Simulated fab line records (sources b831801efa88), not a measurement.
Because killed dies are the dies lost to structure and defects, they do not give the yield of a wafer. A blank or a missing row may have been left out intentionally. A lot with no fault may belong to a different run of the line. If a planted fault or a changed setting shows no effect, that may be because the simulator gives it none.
Which tool was responsible? / flow gf180mcu / 33 wafers from 11 lots sampled at 6 of the route's 602 steps

## WHAT THE GAUGES SHOWED, per wafer
GF_HV_LDD_OVL_MEAS_32. Usual: for HV_LDD_02_OVL the level is -0.8 nm and the standard deviation is 1.1.
lot=L309; measured=day 11 12:44; on=overlay-01; HV_LDD_02_OVL (nm)=0.7 0.3 0.1; flag=
lot=L310; measured=day 11 20:35; on=overlay-01; HV_LDD_02_OVL (nm)=-3.6 -1.3 -3.8; flag=
lot=L315; measured=day 13 12:47; on=overlay-01; HV_LDD_02_OVL (nm)=-2.2 0.4 -1.7; flag=
lot=L316; measured=day 13 16:38; on=overlay-01; HV_LDD_02_OVL (nm)=-1.1 -0.6 -0.7; flag=
lot=L318; measured=day 14 09:56; on=overlay-01; HV_LDD_02_OVL (nm)=-1.2 -1.0 -1.5; flag=
lot=L323; measured=day 16 00:35; on=overlay-01; HV_LDD_02_OVL (nm)=0.1 0.6 -0.9; flag=
lot=L325; measured=day 16 11:50; on=overlay-02; HV_LDD_02_OVL (nm)=0.3 0.5 0.2; flag=
lot=L326; measured=day 16 22:02; on=overlay-02; HV_LDD_02_OVL (nm)=-1.6 -1.4 -0.9; flag=
lot=L330; measured=day 18 12:53; on=overlay-01; HV_LDD_02_OVL (nm)=0.7 -1.3 -0.8; flag=
lot=L331; measured=day 18 13:50; on=overlay-02; HV_LDD_02_OVL (nm)=0.0 -1.3 -0.9; flag=
lot=L332; measured=day 18 23:42; on=overlay-02; HV_LDD_02_OVL (nm)=0.5 -0.3 -1.1; flag=

GF_HV_LDD_TW_MEAS_38. Usual: for HV_LDD_3_TW the level is 1437 and the standard deviation is 17.
lot=L309; measured=day 11 13:29; on=film metro-02; HV_LDD_3_TW=1421 1420 1418; flag=
lot=L310; measured=day 11 21:19; on=film metro-04; HV_LDD_3_TW=1451 1444 1446; flag=
lot=L315; measured=day 13 13:32; on=film metro-04; HV_LDD_3_TW=1458 1452 1449; flag=
lot=L316; measured=day 13 17:22; on=film metro-03; HV_LDD_3_TW=1429 1435 1425; flag=
lot=L318; measured=day 14 10:40; on=film metro-03; HV_LDD_3_TW=1426 1429 1430; flag=
lot=L323; measured=day 16 01:19; on=film metro-03; HV_LDD_3_TW=1435 1431 1429; flag=
lot=L325; measured=day 16 12:34; on=film metro-03; HV_LDD_3_TW=1427 1438 1438; flag=
lot=L326; measured=day 16 22:51; on=film metro-04; HV_LDD_3_TW=1453 1445 1453; flag=
lot=L330; measured=day 18 13:37; on=film metro-03; HV_LDD_3_TW=1443 1425 1441; flag=
lot=L331; measured=day 18 14:34; on=film metro-03; HV_LDD_3_TW=1429 1433 1428; flag=
lot=L332; measured=day 19 00:26; on=film metro-02; HV_LDD_3_TW=1414 1412 1419; flag=

GF_PSD_TW_MEAS_11. Usual: for PSD_TW the level is 3171 and the standard deviation is 24.
lot=L309; measured=day 14 03:46; on=film metro-03; PSD_TW=3161 3161 3151; flag=
lot=L310; measured=day 14 14:10; on=film metro-01; PSD_TW=3194 3178 3197; flag=
lot=L315; measured=day 16 06:34; on=film metro-01; PSD_TW=3199 3204 3210; flag=
lot=L316; measured=day 16 14:16; on=film metro-02; PSD_TW=3150 3155 3150; flag=
lot=L318; measured=day 17 04:52; on=film metro-02; PSD_TW=3125 3155 3120; flag=
lot=L323; measured=day 19 04:04; on=film metro-02; PSD_TW=3125 3136 3142; flag=
lot=L325; measured=day 19 15:46; on=film metro-03; PSD_TW=3160 3047 3144 3142 3060 3158; flag=
lot=L326; measured=day 20 01:49; on=film metro-01; PSD_TW=3205 3208 3080; flag=
lot=L330; measured=day 21 17:22; on=film metro-02; PSD_TW=3166 3162 3157; flag=
lot=L331; measured=day 21 20:07; on=film metro-02; PSD_TW=3159 3162 3154; flag=
lot=L332; measured=day 22 05:29; on=film metro-02; PSD_TW=3150 3157 3155; flag=

GF_PSD_RS_MEAS_15: uses a four-point probe to measure. Usual: for PSD_RS the level is 108.77 ohm/sq and the standard deviation is 0.29.
lot=L309; measured=day 14 04:05; on=film metro-01; PSD_RS (ohm/sq)=108.75 108.78 108.50; flag=
lot=L310; measured=day 14 14:29; on=film metro-02; PSD_RS (ohm/sq)=108.84 108.47 108.89; flag=
lot=L315; measured=day 16 06:53; on=film metro-02; PSD_RS (ohm/sq)=108.71 108.63 108.56; flag=
lot=L316; measured=day 16 14:35; on=film metro-01; PSD_RS (ohm/sq)=108.72 108.44 108.82; flag=
lot=L318; measured=day 17 05:10; on=film metro-02; PSD_RS (ohm/sq)=108.00 108.25 108.49; flag=
lot=L323; measured=day 19 04:23; on=film metro-01; PSD_RS (ohm/sq)=108.66 108.98 108.72; flag=
lot=L325; measured=day 19 18:11; on=film metro-01; PSD_RS (ohm/sq)=108.94 116.31 108.81 108.99 116.49 108.74; flag=OFF
lot=L326; measured=day 20 02:07; on=film metro-01; PSD_RS (ohm/sq)=108.88 108.93 116.36 109.13 108.81 116.74; flag=OFF
lot=L330; measured=day 21 17:40; on=film metro-01; PSD_RS (ohm/sq)=109.15 108.47 108.89; flag=
lot=L331; measured=day 21 20:26; on=film metro-01; PSD_RS (ohm/sq)=108.89 108.50 108.71; flag=
lot=L332; measured=day 22 05:49; on=film metro-01; PSD_RS (ohm/sq)=108.76 108.65 108.80; flag=

## EACH LOT AND THE TOOL THAT RAN IT (in order: tool; ch and the chambers of the sampled wafers; start)
lot=L309; GF_PSD_IMPLANT_09=implanter-01 ch 0, day 14 03:32; GF_PSD_STRIP_10=plasma asher-03 ch 0,1, day 14 03:40
lot=L310; GF_PSD_IMPLANT_09=implanter-02 ch 0, day 14 13:55; GF_PSD_STRIP_10=plasma asher-02 ch 0,1, day 14 14:04
lot=L315; GF_PSD_IMPLANT_09=implanter-02 ch 0, day 16 06:20; GF_PSD_STRIP_10=plasma asher-03 ch 0,1, day 16 06:28
lot=L316; GF_PSD_IMPLANT_09=implanter-02 ch 0, day 16 14:01; GF_PSD_STRIP_10=plasma asher-01 ch 0,1, day 16 14:10
lot=L318; GF_PSD_IMPLANT_09=implanter-01 ch 0, day 17 04:37; GF_PSD_STRIP_10=plasma asher-02 ch 0,1, day 17 04:46
lot=L323; GF_PSD_IMPLANT_09=implanter-02 ch 0, day 19 03:49; GF_PSD_STRIP_10=plasma asher-02 ch 0,1, day 19 03:58
lot=L325; GF_PSD_IMPLANT_09=implanter-01 ch 0, day 19 15:31; GF_PSD_STRIP_10=plasma asher-03 ch 0,1, day 19 15:40
lot=L326; GF_PSD_IMPLANT_09=implanter-01 ch 0, day 20 01:34; GF_PSD_STRIP_10=plasma asher-03 ch 0, day 20 01:43
lot=L330; GF_PSD_IMPLANT_09=implanter-02 ch 0, day 21 17:07; GF_PSD_STRIP_10=plasma asher-01 ch 0,1, day 21 17:16
lot=L331; GF_PSD_IMPLANT_09=implanter-02 ch 0, day 21 19:52; GF_PSD_STRIP_10=plasma asher-01 ch 0,1, day 21 20:01
lot=L332; GF_PSD_IMPLANT_09=implanter-02 ch 0, day 22 05:16; GF_PSD_STRIP_10=plasma asher-03 ch 0,1, day 22 05:23
- GF_PSD_IMPLANT_09
- GF_PSD_STRIP_10: strips in O2/N2.

## WHAT THE TOOLS THEMSELVES READ (means of the sampled wafers that have a number; where no wafer has one, the mark that the record gives instead)
GF_PSD_STRIP_10. Usual: chamber pressure mTorr 1499.9 mTorr, standard deviation 1.4; drypump motor current A 5.6 A, standard deviation 0.36; heater power w 351 W, standard deviation 30; oes product au 0.593 a.u., standard deviation 0.0043; strip time to endpoint s 16.52 s, standard deviation 0.043.
lot=L309; tool=plasma asher-03; chamber pressure mTorr (mTorr)=1501.1; drypump motor current A (A)=5.4; heater power w (W)=385; oes product au (a.u.)=0.591; strip time to endpoint s (s)=16.52; flag=
lot=L310; tool=plasma asher-02; chamber pressure mTorr (mTorr)=1500.1; drypump motor current A (A)=5.8; heater power w (W)=325; oes product au (a.u.)=0.597; strip time to endpoint s (s)=16.57; flag=
lot=L315; tool=plasma asher-03; chamber pressure mTorr (mTorr)=1500.7; drypump motor current A (A)=5.6; heater power w (W)=378; oes product au (a.u.)=0.590; strip time to endpoint s (s)=16.48; flag=
lot=L316; tool=plasma asher-01; chamber pressure mTorr (mTorr)=1500.3; drypump motor current A (A)=5.7; heater power w (W)=340; oes product au (a.u.)=0.592; strip time to endpoint s (s)=16.52; flag=
lot=L318; tool=plasma asher-02; chamber pressure mTorr (mTorr)=1501.2; drypump motor current A (A)=5.9; heater power w (W)=327; oes product au (a.u.)=0.594; strip time to endpoint s (s)=16.57; flag=
lot=L323; tool=plasma asher-02; chamber pressure mTorr (mTorr)=1500.6; drypump motor current A (A)=5.9; heater power w (W)=316; oes product au (a.u.)=0.595; strip time to endpoint s (s)=16.52; flag=
lot=L325; tool=plasma asher-03; chamber pressure mTorr (mTorr)=1499.7; drypump motor current A (A)=5.5; heater power w (W)=385; oes product au (a.u.)=0.596; strip time to endpoint s (s)=16.31; flag=OFF
lot=L326; tool=plasma asher-03; chamber pressure mTorr (mTorr)=1499.0; drypump motor current A (A)=5.3; heater power w (W)=398; oes product au (a.u.)=0.595; strip time to endpoint s (s)=16.37; flag=OFF
lot=L330; tool=plasma asher-01; chamber pressure mTorr (mTorr)=1499.1; drypump motor current A (A)=5.4; heater power w (W)=332; oes product au (a.u.)=0.592; strip time to endpoint s (s)=16.47; flag=
lot=L331; tool=plasma asher-01; chamber pressure mTorr (mTorr)=1501.0; drypump motor current A (A)=5.4; heater power w (W)=335; oes product au (a.u.)=0.591; strip time to endpoint s (s)=16.42; flag=
lot=L332; tool=plasma asher-03; chamber pressure mTorr (mTorr)=1499.2; drypump motor current A (A)=5.4; heater power w (W)=387; oes product au (a.u.)=0.589; strip time to endpoint s (s)=16.44; flag=

## THE ANSWER, worked out from the rows above alone
Rule: a lot counts as off when the mean over its wafers that have a number is more than 3 standard deviations away from the usual mean. A lot without any number at a reading at which 4 lots or more have one is off too. All remaining lots with rows at the step are treated as sound. First the gauges in route order, then the tools' own readings, where a lot's mean is used as printed above. At the first step where some lot is off, the reading lying furthest off is the one used; lots without a number count as furthest.
Off: at GF_PSD_RS_MEAS_15 (PSD_RS), L325, L326.
If a tool, at a process step before that reading, ran all the lots that are off and no sound lot after the first of them, it fits. The gauges at GF_PSD_RS_MEAS_15 aren't tried: what is off there is off at GF_PSD_STRIP_10 too, on other tools, and a gauge's error can't cause that. One fits: implanter-01 at GF_PSD_IMPLANT_09. A fault onset in the window from L318 (day 17 04:37, its last sound lot) to L325 (day 19 15:31, its first lot off) fits.

## WHAT HAD BEEN PUT IN BY THE SIMULATOR
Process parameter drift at GF_PSD_IMPLANT_09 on implanter-01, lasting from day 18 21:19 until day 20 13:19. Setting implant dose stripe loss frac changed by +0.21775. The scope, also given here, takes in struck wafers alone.
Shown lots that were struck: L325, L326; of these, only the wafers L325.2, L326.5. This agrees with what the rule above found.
